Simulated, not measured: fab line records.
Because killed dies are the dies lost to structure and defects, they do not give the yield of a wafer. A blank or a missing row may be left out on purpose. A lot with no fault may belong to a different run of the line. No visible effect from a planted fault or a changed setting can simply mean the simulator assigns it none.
Matching of chambers | flow sky130 | SKY_VIA2_CMP_02 on cmp-01 has 4 sister chambers
The step polishes SiO2. 8 wafers are shown with their chamber, then 11 later ones without.

WAFERS, EACH WITH ITS CHAMBER
wafer  | chamber | motor-current-A (A) | platen-rpm (rpm)
L083.5 | 3       | 14.0                | 59.92
L085.2 | 0       | 11.2                | 60.00
L085.3 | 1       | 14.3                | 60.02
L085.4 | 2       | 10.8                | 59.97
L086.4 | 2       | 10.3                | 60.02
L086.5 | 3       | 13.7                | 60.00
L086.6 | 0       | 10.4                | 60.03
L087.1 | 1       | 14.3                | 60.06

WAFERS WITHOUT THEIR CHAMBER
wafer  | motor-current-A (A) | platen-rpm (rpm)
L087.4 | 10.1                | 59.99
L087.6 | 13.3                | 60.02
L088.1 | 13.7                | 60.05
L088.3 | 10.6                | 59.98
L088.4 | 13.2                | 59.96
L094.2 | 13.7                | 59.96
L094.3 | 13.6                | 59.97
L094.6 | 11.0                | 60.00
L096.1 | 13.4                | 59.91
L096.3 | 10.5                | 60.04
L096.4 | 10.7                | 60.00

CHAMBER TAKEN BY EACH
wafer  | from the rows above     | in truth
L087.4 | can't be placed: 2 or 0 | 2
L087.6 | can't be placed: 3 or 1 | 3
L088.1 | can't be placed: 1 or 3 | 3
L088.3 | can't be placed: 2 or 0 | 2
L088.4 | can't be placed: 3 or 1 | 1
L094.2 | 3                       | 3
L094.3 | can't be placed: 3 or 1 | 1
L094.6 | can't be placed: 0 or 2 | 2
L096.1 | 3                       | 3
L096.3 | can't be placed: 0 or 2 | 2
L096.4 | can't be placed: 2 or 0 | 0
2 of 11 placed correctly. Can't be placed from these rows: 9 (the true chamber is among the candidates in 9). 0 placed wrongly.
How it was worked out, from the rows above alone: a wafer's distance from a chamber is the root of the sum, over the readings, of the square of ((its reading less the chamber's mean) divided by the reading's scatter). If the next closest chamber is less than 2 further off than the closest, the wafer can't be placed; otherwise it belongs to the closest. Each chamber's mean is taken over the wafers shown for it. The scatter is the square root of a quotient: the sum, over the shown wafers, of each reading's squared deviation from its chamber's mean, divided by wafers minus chambers.
